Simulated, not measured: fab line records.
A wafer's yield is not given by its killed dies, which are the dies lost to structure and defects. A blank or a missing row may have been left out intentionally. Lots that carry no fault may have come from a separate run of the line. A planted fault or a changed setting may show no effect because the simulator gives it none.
Chamber matching    flow sky130    3 sister chambers for SKY_CONTACT_HDPCVD_02 on hdpcvd-02
The step deposits SiO2, target thk 565 nm, time 94.2 s. 16 wafers are shown with their chamber, then 7 later ones without.

## WAFERS WITH THEIR CHAMBER
wafer   chamber  sih4 flow sccm (sccm)  pressure mtorr (mTorr)
L636.1  1        59.96                  6.002
L636.3  0        60.24                  6.016
L636.6  0        59.96                  6.018
L637.4  2        60.14                  6.010
L637.5  0        59.68                  5.986
L637.6  1        59.98                  5.992
L642.1  2        59.96                  5.991
L642.5  2        59.86                  6.001
L650.3  1        59.92                  6.004
L650.4  1        59.95                  6.011
L650.5  0        59.86                  5.985
L651.1  0        59.70                  5.999
L651.3  2        59.98                  6.014
L651.5  2        60.09                  6.011
L652.4  1        59.88                  6.024
L652.5  0        60.05                  6.009

SIGNATURES, as means of the wafers listed above
reading         chamber 0  chamber 1  chamber 2  scatter within a chamber
sih4 flow sccm  59.9150    59.9380    60.0060    0.148
pressure mtorr  6.00217    6.00660    6.00540    0.0123
Rule: a wafer lies at a distance from a chamber equal to the root of the sum of squares, over the readings, of (its reading less the chamber's mean, divided by the reading's scatter). The wafer belongs to the nearest chamber; if the next one is less than 2 further off, it can't be placed. How the scatter is found: for the shown wafers, subtract from each reading the mean of its chamber, square and add these, divide the total by (wafers less chambers), then take the root.

## WAFERS MISSING THEIR CHAMBER
wafer   sih4 flow sccm (sccm)  pressure mtorr (mTorr)
L652.6  59.78                  6.023
L654.1  60.03                  5.983
L654.3  59.80                  6.004
L654.5  60.06                  5.987
L655.3  59.96                  6.000
L655.4  60.12                  6.001
L655.6  59.71                  6.007

## THE CHAMBER EACH PASSED THROUGH
wafer   from the rows above           in truth
L652.6  can't be placed: 1 or 0 or 2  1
L654.1  can't be placed: 0 or 2 or 1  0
L654.3  can't be placed: 0 or 1 or 2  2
L654.5  can't be placed: 2 or 0 or 1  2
L655.3  can't be placed: 0 or 2 or 1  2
L655.4  can't be placed: 2 or 1 or 0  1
L655.6  can't be placed: 0 or 1 or 2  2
0 of 7 placed correctly. Unplaceable from these rows: 7, with the true chamber sitting among the candidates in 7. 0 placed wrongly.
